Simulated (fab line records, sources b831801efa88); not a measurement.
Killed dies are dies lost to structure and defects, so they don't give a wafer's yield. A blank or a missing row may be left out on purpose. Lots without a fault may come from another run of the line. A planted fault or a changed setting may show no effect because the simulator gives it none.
Problem report in the 8D (eight disciplines) form, filled by code | flow sky130 | the parts of the form that need people (team, actions taken, sign-off) are left out

1. THE PROBLEM
CAPM_CVD_00_THK at SKY_CAPM_THK_MEAS_01 reads a mean of 28.32 nm on 3 wafers of 2 lots; wafers without a fault read 15.45 nm with a standard deviation of 0.22. That is +58 standard deviations from the usual mean.
First seen on wafer L169.1, day 40 01:16, on film_metro-01. The record holds 33 wafers of 11 lots with a number at this step. Rule for "out", or "out of limits": more than 4 standard deviations from the usual mean. The other wafers with a number count as sound.

2. WHAT IT IS AND WHAT IT IS NOT
question                    | is                           | is not
which readings at this step | CAPM_CVD_00_THK              | -
which lots                  | L169, L171                   | L159, L160, L172, L174, L176, L179, L180, L181, L182
which wafers of those lots  | L169.1, L171.3, L171.5       | L169.2, L169.5, L171.6
read on which gauges        | film_metro-01, film_metro-04 | film_metro-02
when                        | from day 40 01:16            | up to then (8 sound wafers); but 22 sound wafers of L171, L172, L174, L176, L179, L180, L181, L182 came after

3. SUSPECTS, AND WHAT RULES EACH OUT
Counting: a tool at a process step up to the reading stays a suspect if it ran every lot that is out. Sound lots after the first of them don't rule it out here, since some wafers of a struck lot are sound.
- the gauge at SKY_CAPM_THK_MEAS_01: ruled out. The wafers that are out were read on 2 gauges (film_metro-01, film_metro-04).
- pecvd-02 at SKY_CAPM_CVD_00 (deposits SiO2, target thk 15.5 nm): kept. It ran every lot that is out, first L169 (day 40 01:14).
- Within pecvd-02 at SKY_CAPM_CVD_00: the wafers that are out ran in chamber 1; their sound lot-mates ran in chambers 0, 2.
Left after counting: pecvd-02 at SKY_CAPM_CVD_00.

4. THE CAUSE (what the simulator had put in)
Process parameter drift: pecvd-02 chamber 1, from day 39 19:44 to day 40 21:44, at SKY_CAPM_CVD_00. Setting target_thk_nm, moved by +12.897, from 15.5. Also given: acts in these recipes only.
Counting left only this tool.

5. THE CHAIN OF EFFECTS, in route order
Each row: a reading whose mean over the struck wafers that have a number lies more than 3 standard deviations from the usual. Only readings for which the record gives a usual standard deviation are gone through. hours: the time from each lot's start at the first step in this table that gives one to its start at this step, as a median over the lots. sigmas: the change in usual standard deviations.
hours | step                 | reading         | usual      | on struck wafers | change | sigmas
0     | SKY_CAPM_THK_MEAS_01 | CAPM_CVD_00_THK | 15.45 nm   | 28.32            | +12.87 | +58
49    | SKY_METAL3_ETCH_17   | oes_product_au  | 0.753 a.u. | 0.997            | +0.244 | +37
The process steps in it:
- SKY_METAL3_ETCH_17: etches SiO2 in C4F8/O2/Ar, stops on TiN, time 3.9 s, target depth 15 nm.

6. WHAT WOULD HAVE CAUGHT IT SOONER
In this record the first reading out of limits at a measuring or inspecting step was taken at day 40 01:16, 6 hours after the fault began at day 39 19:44.
Of the tool readings at SKY_CAPM_CVD_00 for which the record gives a usual standard deviation, none was out on any struck wafer, so an alarm limit of 4 standard deviations on them would not have fired.
Of the lots that are out (2), L171 began SKY_CAPM_CVD_00 on pecvd-02 after day 40 01:16. A hold on the tool at that time would have spared it.
